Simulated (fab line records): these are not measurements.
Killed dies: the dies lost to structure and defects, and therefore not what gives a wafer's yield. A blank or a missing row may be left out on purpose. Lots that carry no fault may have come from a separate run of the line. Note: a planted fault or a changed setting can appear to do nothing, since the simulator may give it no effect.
Struck lot and sound lot, side by side    flow sky130    43 steps out of a route of 708
Sound: the wafers L921.1, L921.2, L921.5. Struck: wafer L934.6 (L934.2, L934.5, from the same lot, were not struck and are left out); the cause is given at the end.
Order at every step that has rows: each side's tool, ch and its chambers, its first start. Under that, the readings that differ: sound wafers    struck wafers    difference of the means    sigmas: that difference in standard deviations of wafers without a fault.
alike: readings with means less than 2 such deviations apart, plus words and numbers identical on both sides. not compared: withheld readings, readings lacking a value on some wafer, bounds such as >300 that could conceal the same value, and numbers that have no deviation in the record and whose values overlap.
The two part at a step that has a row with sigmas, a row that says differs or no value, or rows on one side only. Numbers that have no deviation but don't overlap get no sigmas and don't part them. A reading that every wafer of one side lacks parts them only if that side has two wafers or more.

first, 8 steps without rows for these wafers: SKY_METAL3_DEHYDRATE_05 (time 60 s); SKY_METAL3_HMDS_06 (prime time 60 s); SKY_METAL3_COAT_07 (resist thk 60 nm); SKY_METAL3_COAT_08 (resist thk 1140 nm); SKY_METAL3_SOFTBAKE_09 (time 90 s); SKY_METAL3_EXPOSE_10 (exposes mask MM3, target cd 300 nm); SKY_METAL3_PEB_11; SKY_METAL3_DEVELOP_12 (develop time 60 s).
SKY_METAL3_CD_MEAS_13: the cd target is 300 nm.
  sound on cdSem-01 at day 40 02:40; struck on cdSem-02 at day 43 20:23
  alike: cdNm
SKY_METAL3_OVL_MEAS_14:
  sound on overlay-02 at day 40 02:47; struck on overlay-01 at day 43 20:30
  alike: METAL3_OVL
SKY_METAL3_DESCUM_15: chemistry O2, time 8 s.
  sound on rieMetal-01 ch 0,1, day 40 02:49; struck on rieMetal-01 ch 1, day 43 20:32
  alike: drypumpMotorCurrentA, oesProductAu
  not compared: rfHoursCounterH
then, 1 step without rows for these wafers: SKY_METAL3_ETCH_16 (etches BARC in N2/H2, stops on SiO2, time 88.2 s, target depth 60 nm).
SKY_METAL3_ETCH_17: etches SiO2 in C4F8/O2/Ar, stops on TiN, time 3.9 s, target depth 15 nm.
  sound on rieDiel-02 ch 2,3, day 40 02:56; struck on rieDiel-01 ch 2, day 43 20:40
  alike: oesProductAu
  not compared: rfHoursCounterH
SKY_METAL3_METAL_ETCH_18: etches the open film in Cl2/BCl3, stops on SiO2, target depth 845 nm, time 183.1 s.
  sound on rieMetal-04 ch 0,1, day 40 02:58; struck on rieMetal-04 ch 0, day 43 20:41
reading              sound              struck  difference  sigmas
oesProductAu (a.u.)  0.862 0.866 0.859  0.876   +0.014      +2
  alike: drypumpMotorCurrentA, throttleValvePct
  not compared: rfHoursCounterH
then, 5 steps without rows for these wafers: SKY_METAL3_STRIP_19 (strips in O2/N2); SKY_METAL3_STRIP_20 (strips in post etch residue remover, time 1200 s); SKY_METAL3_CLEAN_21 (cleans in IPA, time 180 s); SKY_METAL3_CLEAN_22 (cleans in O3/DIW); SKY_VIA3_HDPCVD_00 (deposits SiO2, target thk 1635 nm, time 272.5 s).
SKY_VIA3_THK_MEAS_01:
  sound on filmMetro-03 at day 40 03:54; struck on filmMetro-03 at day 43 21:46
  alike: VIA3_HDPCVD_THK
SKY_VIA3_CMP_02: polishes SiO2.
  sound on cmp-01 ch 0,1,3, day 40 03:58; struck on cmp-01 ch 3, day 43 21:52
  alike: edgeZonePressureFrac, headPressurePsi, motorCurrentA, retainingRingPressureFrac, slurryFlowMlMin
SKY_VIA3_BOW_MEAS_03:
  sound on filmMetro-01 at day 40 04:16; struck on filmMetro-02 at day 43 22:08
  alike: VIA3_BOW
then, 8 steps without rows for these wafers: SKY_VIA3_DEHYDRATE_04 (time 60 s); SKY_VIA3_HMDS_05 (prime time 60 s); SKY_VIA3_COAT_06 (resist thk 60 nm); SKY_VIA3_COAT_07 (resist thk 450 nm); SKY_VIA3_SOFTBAKE_08 (time 90 s); SKY_VIA3_EXPOSE_09 (exposes mask VIM3, target cd 200 nm); SKY_VIA3_PEB_10; SKY_VIA3_DEVELOP_11 (develop time 60 s).
SKY_VIA3_CD_MEAS_12: the cd target is 200 nm.
  sound on cdSem-01 at day 41 05:31; struck on cdSem-02 at day 44 18:43
  alike: cdNm
SKY_VIA3_OVL_MEAS_13:
  sound on overlay-01 at day 41 05:38; struck on overlay-01 at day 44 18:49
  alike: VIA3_OVL
then, 6 steps without rows for these wafers: SKY_VIA3_ETCH_14 (etches BARC in N2/H2, stops on SiO2, time 45.9 s, target depth 60 nm); SKY_VIA3_ETCH_15 (etches SiO2 in C4F8/O2/Ar, stops on TiN, target depth 507 nm, time 78 s); SKY_VIA3_STRIP_16 (strips in O2/N2); SKY_VIA3_STRIP_17 (strips in post etch residue remover, time 1200 s); SKY_VIA3_CLEAN_18 (cleans in IPA, time 180 s); SKY_VIA3_CLEAN_19 (cleans in O3/DIW).
SKY_VIA3_SPUTTER_20: material TiN, target thk 20 nm, time 80 s.
  sound on pvdSputter-04 at day 41 06:23; struck on pvdSputter-03 at day 44 19:32
  alike: throttleValvePct
SKY_VIA3_CVD_21: deposits W, target thk 390 nm, time 117.31 s.
  sound on cvdW-02 ch 0,1, day 41 06:26; struck on cvdW-02 ch 0, day 44 19:36
  alike: heaterPowerW
SKY_VIA3_RS_MEAS_22: measurement is done with a four-point probe.
  sound on filmMetro-03 at day 41 06:34; struck on filmMetro-02 at day 44 19:44
  alike: VIA3_W_RS
SKY_VIA3_THK_MEAS_23: measures by xrf.
  sound on filmMetro-03 at day 41 06:41; struck on filmMetro-02 at day 44 19:51
  alike: VIA3_W_THK
-- the record jumps here: 5 days lie between the struck wafers' starts before and after (it left off in module VIA3 and takes up again in module PAD_OPEN, whose first step shown is number 708 of the route) --
SKY_PAD_OPEN_PROBE_99:
  sound on prober-02 at day 47 00:12; struck on prober-02 at day 50 03:06
reading                                sound               struck  difference  sigmas
defectLimitedYield (%)                 79.7 82.9 81.5      76.0    -5.4        -3
killed_at_M0_to_M3                     49 40 49            91      +45         +7
killedAtFrontEnd                       17 14 17            4       -12         -2
killedDies                             100 84 91           118     +26         +3
killedShort                            48 47 47            28      -19         -3
sort_bin_3_pad_short (%)               0.4 1.8 1.6         3.3     +2.0        +5
sort_bin_5_function (%)                12.0 6.9 10.4       15.2    +5.4        +3
sortNPass                              392 408 401         374     -26         -3
sortYieldPct (%)                       79.7 82.9 81.5      76.0    -5.4        -3
model.etest.tester.sortNPass           392 408 401         374     -26         
model.etest.tester.sortYieldPct (%)    79.67 82.93 81.5    76.02   -5.35       
model.etest.tester.sort_bin_5_pct (%)  11.99 6.911 10.37   15.24   +5.48       
model.etest.tester.sort_bin_3_pct (%)  0.4065 1.829 1.626  3.252   +1.965      
  alike: killed_at_M4_up, killedAtContacts, killedAtOther, killedOpen, sort_bin_6_memory

## WHERE THEY PART
First at SKY_METAL3_METAL_ETCH_18; last, within this record, at SKY_PAD_OPEN_PROBE_99.

WHY: the cause the simulator had injected
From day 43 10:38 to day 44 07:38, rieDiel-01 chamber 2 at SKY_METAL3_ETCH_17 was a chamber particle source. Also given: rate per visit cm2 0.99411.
